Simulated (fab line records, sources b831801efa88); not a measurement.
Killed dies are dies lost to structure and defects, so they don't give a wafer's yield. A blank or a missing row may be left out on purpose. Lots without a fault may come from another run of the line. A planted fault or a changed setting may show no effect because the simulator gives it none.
fab line records | flow sky130
record lots=7 wafers=21 last_day=46
route steps=708 shown FIELD_ISO@30 NWELL@32 DNWELL@35 PWDE@45 PAD_OPEN@708
lots that met no fault: from a run of the same line without faults
start_h: hours from the record's first day to the start of the lot's first wafer shown | wait_h: hours since the lot's step before | " the same as in the row above | L1.1+2: a row that stands for several wafers | - no value, or no start given | * or withheld: withheld | < > ~ a bound
route shown NAME@n: a module of which the file shows steps, and the number in the route of the first | usual: mean/standard deviation of fault-free wafers | same: alike in all rows | chamber/n: place in a boat | sites: the reading at each site | _std_site: their standard deviation | _edge_site: outer sites' mean less inner sites' | radius_mm: how far each site lies from the wafer's centre | mask NAME#n: copy n | behind: the tool/chamber that last shaped the wafer | hold: why the lot was held/for how many hours/how that ended | device: the transistor (n, p or np) that didn't switch | end of line: the same wafers' tests at the end of the route | a step without rows: its recipe alone | killed: dies lost to structure and defects at the first sort, not the wafer's yield | map: a wafer's dies, x killed, . not, _ none there
set.NAME: the setting as run; set.NAME@STEP: as run at that earlier step | model.NAME: the simulator's own value behind a step, which no gauge read
lots at some steps of the route; a table a step, a row a wafer
services: from which hour (start_h, from the record's first day; less than 0 if before it) a tool's chamber was out of use, for how many hours, and why
## steps
# step SKY_FIELD_ISO_WET_ETCH_29
# recipe chemistry=H3PO4 target_depth_nm=160 target=Si3N4 temp_c=160 time_s=1825
# step SKY_FIELD_ISO_WET_ETCH_30
# recipe chemistry=dHF target_depth_nm=25 target=SiO2 dilution=10:1 temp_c=25 time_s=50
# step SKY_NWELL_CLEAN_00
# recipe chemistry=SC1/SC2 mix=1:4:20 temp_c=70 time_s=150 dry=n2_spin
# step SKY_NWELL_OXIDATION_01
# recipe temp_c=900 ambient=O2 stabilise_s=600 purge_s=300 target_thk_a=100 ox_time_s=1418
# step SKY_NWELL_THK_MEAS_02
# recipe reads=SiO2_of_NWELL_OXIDATION_01
# usual NWELL_OXIDATION_THK=9.98/0.2
# columns lot.wafer tool chamber start_h wait_h NWELL_OXIDATION_THK[nm]
L211.1 film_metro-03 - 48.93 0.0 9.48
L211.5 " - " " 9.66
L211.6 " - " " 9.75
L212.4 film_metro-01 - 56.28 0.0 10.19
L212.5 " - " " 10.13
L212.6 " - " " 10.07
L213.2 film_metro-01 - 56.32 0.1 9.95
L213.4 " - " " 9.95
L213.6 " - " " 9.82
L214.1 film_metro-03 - 60.10 0.0 10.15
L214.4 " - " " 10.03
L214.6 " - " " 10.13
L215.3 film_metro-01 - 60.67 0.0 9.89
L215.4 " - " " 10.09
L215.5 " - " " 10.03
L216.1 film_metro-03 - 66.31 0.0 10.27
L216.2 " - " " 10.11
L216.3 " - " " 10.40
L217.1 film_metro-01 - 69.86 0.0 9.98
L217.2 " - " " 9.99
L217.6 " - " " 9.89
# step SKY_DNWELL_DEHYDRATE_00
# recipe temp_c=200 time_s=60
# step SKY_DNWELL_HMDS_01
# recipe prime_time_s=60 prime_temp_c=120
# step SKY_DNWELL_COAT_02
# recipe spin_rpm=2000 resist_thk_nm=3000
# step SKY_DNWELL_SOFTBAKE_03
# recipe temp_c=110 time_s=withheld
# step SKY_DNWELL_EXPOSE_04
# recipe mask_id=DNM na=0.57 target_cd_nm=3000 dose_mj=222
# step SKY_DNWELL_PEB_05
# recipe temp_c=115 time_s=withheld
# step SKY_DNWELL_DEVELOP_06
# recipe wall_angle_deg=90 developer=TMAH develop_time_s=60 dev_temp_c=23
# step SKY_DNWELL_IMPLANT_07
# recipe species=P energy_kev=withheld dose_cm2=withheld tilt_deg=withheld
# usual end_station_pressure_torr=5e-06/2.4e-07 implant_ion_amu=*
# columns lot.wafer tool chamber start_h wait_h end_station_pressure_torr implant_ion_amu
L211.1 implanter-04 0 64.30 - 4.8e-06 *
L211.5 " 0 " " 5.19e-06 *
L211.6 " 0 " " 5.02e-06 *
L212.4 implanter-04 0 72.17 - 5.14e-06 *
L212.5 " 0 " " 5.07e-06 *
L212.6 " 0 " " 5.28e-06 *
L213.2 implanter-04 0 72.27 - 5.1e-06 *
L213.4 " 0 " " 4.93e-06 *
L213.6 " 0 " " 4.72e-06 *
L214.1 implanter-03 0 76.39 - 4.68e-06 *
L214.4 " 0 " " 4.61e-06 *
L214.6 " 0 " " 4.62e-06 *
L215.3 implanter-01 0 77.19 - 5.13e-06 *
L215.4 " 0 " " 5.16e-06 *
L215.5 " 0 " " 4.9e-06 *
L216.1 implanter-03 0 82.49 - 4.37e-06 *
L216.2 " 0 " " 5.31e-06 *
L216.3 " 0 " " 4.77e-06 *
L217.1 implanter-04 0 86.49 - 5.18e-06 *
L217.2 " 0 " " 4.67e-06 *
L217.6 " 0 " " 4.94e-06 *
# step SKY_DNWELL_STRIP_08
# recipe chemistry=O2/N2 power_w=1400 pressure_mtorr=1500 platen_temp_c=withheld o2_flow_sccm=3000 n2_flow_sccm=300 overash_fraction=0.5
# usual chamber_pressure_mTorr=1500.1/1.2 drypump_motor_current_A=5.55/0.19 oes_product_au=0.722/0.0052 strip_time_to_endpoint_s=36.93/0.092
# columns lot.wafer tool chamber start_h wait_h chamber_pressure_mTorr drypump_motor_current_A oes_product_au rf_hours_counter_h strip_time_to_endpoint_s
L211.1 plasma_asher-02 1 64.45 0.1 1497.2 5.38 0.723 36 37.03
L211.5 " 1 " " 1500.2 5.39 0.718 - 37.03
L211.6 " 0 " " 1502.0 5.48 0.725 - 36.92
L212.4 plasma_asher-03 1 72.27 0.1 1500.2 5.43 0.729 - 36.86
L212.5 " 1 " " 1500.2 5.43 0.727 - 36.75
L212.6 " 0 " " 1499.4 5.46 0.721 - 36.88
L213.2 plasma_asher-04 0 72.39 0.1 1500.6 5.59 0.735 27 36.99
L213.4 " 0 " " 1501.0 5.60 0.718 - 37.05
L213.6 " 1 " " 1499.3 5.91 0.726 - 37.03
L214.1 plasma_asher-04 0 76.54 0.1 1500.5 5.59 0.718 27 37.04
L214.4 " 0 " " 1500.5 5.62 0.728 - 37.03
L214.6 " 0 " " 1501.6 5.60 0.720 - 36.98
L215.3 plasma_asher-02 0 77.33 0.1 1498.3 5.49 0.726 - 37.00
L215.4 " 1 " " 1500.5 5.34 0.723 - 37.08
L215.5 " 1 " " 1502.2 5.37 0.719 - 36.89
L216.1 plasma_asher-02 1 82.64 0.1 1498.0 5.40 0.719 38 36.76
L216.2 " 0 " " 1500.2 5.47 0.728 38 36.74
L216.3 " 0 " " 1496.9 5.47 0.728 - 36.83
L217.1 plasma_asher-02 1 86.64 0.1 1501.7 5.37 0.719 38 37.09
L217.2 " 0 " " 1501.8 5.45 0.717 38 37.05
L217.6 " 0 " " 1500.2 5.46 0.736 - 37.05
# step SKY_DNWELL_TW_MEAS_09
# usual DNWELL_TW=1111/12
# columns lot.wafer tool chamber start_h wait_h DNWELL_TW
L211.1 film_metro-03 - 64.55 0.1 1108
L211.5 " - " " 1110
L211.6 " - " " 1112
L212.4 film_metro-01 - 72.37 0.1 1125
L212.5 " - " " 1121
L212.6 " - " " 1120
L213.2 film_metro-02 - 72.50 0.1 1106
L213.4 " - " " 1108
L213.6 " - " " 1109
L214.1 film_metro-02 - 76.64 0.1 1102
L214.4 " - " " 1099
L214.6 " - " " 1105
L215.3 film_metro-02 - 77.41 0.1 1999
L215.4 " - " " 2006
L215.5 " - " " 2005
L216.1 film_metro-03 - 82.74 0.1 2010
L216.2 " - " " 2008
L216.3 " - " " 2012
L217.1 film_metro-01 - 86.74 0.1 2041
L217.2 " - " " 2032
L217.6 " - " " 2037
# step SKY_PWDE_DEHYDRATE_00
# recipe temp_c=200 time_s=60
# step SKY_PAD_OPEN_PROBE_99
# usual killed_at_M0_to_M3=44/7.1 killed_at_M4_up=3.0/1.9 killed_at_contacts=25/5.6 killed_at_front_end=14/4.1 killed_at_other=0.2/0.44 killed_dies=86/9.1 killed_open=47/7.4 killed_short=39/5.7
# same gross_dies=492 killed_at_back_side=0
# columns lot.wafer tool chamber start_h wait_h killed_at_M0_to_M3 killed_at_M4_up killed_at_contacts killed_at_front_end killed_at_other killed_dies killed_open killed_short
L213.2 prober-01 - 1095.62 0.1 39 1 35 17 0 92 59 33
L213.4 prober-01 - 1095.72 0.2 27 0 28 21 0 76 42 34
L213.6 prober-01 - 1095.82 0.2 34 1 20 10 0 65 38 27
L212.4 prober-02 - 1095.72 0.2 36 4 37 23 0 100 55 45
L212.5 prober-02 - 1095.77 0.2 39 1 27 12 0 79 48 31
L212.6 prober-02 - 1095.82 0.2 45 6 29 15 0 95 59 36
L215.3 prober-02 - 1102.09 0.2 41 3 19 14 0 77 37 40
L215.4 prober-02 - 1102.14 0.2 40 1 19 11 0 71 45 26
L215.5 prober-02 - 1102.19 0.2 40 1 30 11 0 82 43 39
L214.1 prober-01 - 1102.34 0.1 36 1 23 15 0 75 43 32
L214.4 prober-01 - 1102.49 0.2 45 0 21 15 1 82 42 40
L214.6 prober-01 - 1102.59 0.2 63 5 26 7 1 102 61 41
# killed by level:class
L213.2 CONTACT:geometric_particle:open=13 VIA3:geometric_particle:open=10 VIA1:geometric_particle:open=10 LI_CONTACT:geometric_particle:open=9 CONTACT:geometric_particle:short=6 FIELD_ISO:geometric_particle:short=5 VIA2:geometric_particle:open=5 LOCAL_INTERCONNECT:geometric_particle:short=4
L212.4 LI_CONTACT:geometric_particle:open=16 VIA1:geometric_particle:open=12 POLY_GATE:geometric_particle:short=9 FIELD_ISO:geometric_particle:open=7 LOCAL_INTERCONNECT:geometric_particle:short=7 CONTACT:geometric_particle:open=7 CONTACT:geometric_particle:short=5 FIELD_ISO:geometric_particle:short=4
L213.4 CONTACT:geometric_particle:open=10 LI_CONTACT:geometric_particle:open=8 FIELD_ISO:geometric_particle:open=7 FIELD_ISO:geometric_particle:short=7 VIA1:geometric_particle:open=5 VIA2:geometric_particle:open=4 CONTACT:geometric_particle:short=4 POLY_GATE:geometric_particle:short=3
L212.5 CONTACT:geometric_particle:open=9 VIA2:geometric_particle:open=8 LI_CONTACT:geometric_particle:open=6 LOCAL_INTERCONNECT:geometric_particle:short=6 VIA3:geometric_particle:open=6 VIA1:geometric_particle:open=5 VIA2:geometric_particle:short=5 CONTACT:geometric_particle:short=4
L212.6 CONTACT:geometric_particle:open=11 VIA1:geometric_particle:open=10 VIA3:geometric_particle:open=9 LI_CONTACT:geometric_particle:open=9 VIA2:geometric_particle:open=8 VIA1:geometric_particle:short=6 METAL4:geometric_particle:short=6 FIELD_ISO:geometric_particle:open=5
L213.6 VIA1:geometric_particle:open=9 LI_CONTACT:geometric_particle:open=6 CONTACT:geometric_particle:open=5 METAL2:geometric_particle:short=5 VIA2:geometric_particle:open=5 CONTACT:geometric_particle:short=4 VIA2:geometric_particle:short=4 LOCAL_INTERCONNECT:geometric_particle:short=3
L215.3 VIA1:geometric_particle:open=8 LOCAL_INTERCONNECT:geometric_particle:short=6 CONTACT:geometric_particle:open=6 VIA1:geometric_particle:short=6 VIA2:geometric_particle:short=6 POLY_GATE:geometric_particle:open=5 CONTACT:geometric_particle:short=5 METAL2:geometric_particle:short=5
L215.4 VIA1:geometric_particle:open=11 CONTACT:geometric_particle:open=11 METAL1:geometric_particle:short=6 VIA3:geometric_particle:open=6 FIELD_ISO:geometric_particle:open=3 POLY_GATE:geometric_particle:short=3 LOCAL_INTERCONNECT:geometric_particle:short=3 VIA2:geometric_particle:open=3
L215.5 CONTACT:geometric_particle:open=11 VIA3:geometric_particle:short=6 LI_CONTACT:geometric_particle:open=6 VIA3:geometric_particle:open=6 VIA1:geometric_particle:open=6 POLY_GATE:geometric_particle:short=5 LI_CONTACT:geometric_particle:short=4 LOCAL_INTERCONNECT:geometric_particle:short=4
L214.1 VIA1:geometric_particle:open=8 VIA3:geometric_particle:open=8 CONTACT:geometric_particle:open=7 LOCAL_INTERCONNECT:geometric_particle:short=6 VIA2:geometric_particle:open=6 FIELD_ISO:geometric_particle:short=5 LI_CONTACT:geometric_particle:open=5 FIELD_ISO:geometric_particle:open=4
L214.4 VIA1:geometric_particle:open=10 LI_CONTACT:geometric_particle:open=8 VIA3:geometric_particle:open=7 METAL1:geometric_particle:short=6 VIA2:geometric_particle:short=6 POLY_GATE:geometric_particle:short=5 METAL2:geometric_particle:short=5 FIELD_ISO:geometric_particle:open=4
L214.6 VIA1:geometric_particle:open=17 CONTACT:geometric_particle:open=11 LI_CONTACT:geometric_particle:open=9 VIA3:geometric_particle:open=8 VIA1:geometric_particle:short=8 METAL2:geometric_particle:short=6 VIA2:geometric_particle:open=6 METAL1:geometric_particle:short=5
## services
# columns tool chamber start_h hours kind
plasma_asher-02 - 48.78 2.1 repair
implanter-03 - 77.65 1.9 repair
implanter-03 - 85.23 3.2 pm
## key
first_sign step=SKY_DNWELL_IMPLANT_07 reading=implant_ion_amu direction=up sigmas=99+ usual=* struck=*
effect step=SKY_DNWELL_TW_MEAS_09 reading=DNWELL_TW direction=up sigmas=77 usual=1111 struck=2017
met_at SKY_DNWELL_IMPLANT_07
struck_wafers L215.3,L215.4,L215.5,L216.1,L216.2,L216.3,L217.1,L217.2,L217.6
tester_left_out L215,L216,L217
onset_between 76.39 77.19
fault kind=wrong_recipe_download tool=implanter-01,implanter-03,implanter-04 chamber=- onset_h=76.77 steps=SKY_DNWELL_IMPLANT_07 wrong_recipe.not_listed=1
# tester_left_out: of these lots the tester's yield and bins aren't shown, on N5 and GAA mostly nor the transistor test; their killed dies are dies lost to structure and defects alone, not to doping, threshold or leakage, so they don't give the yield
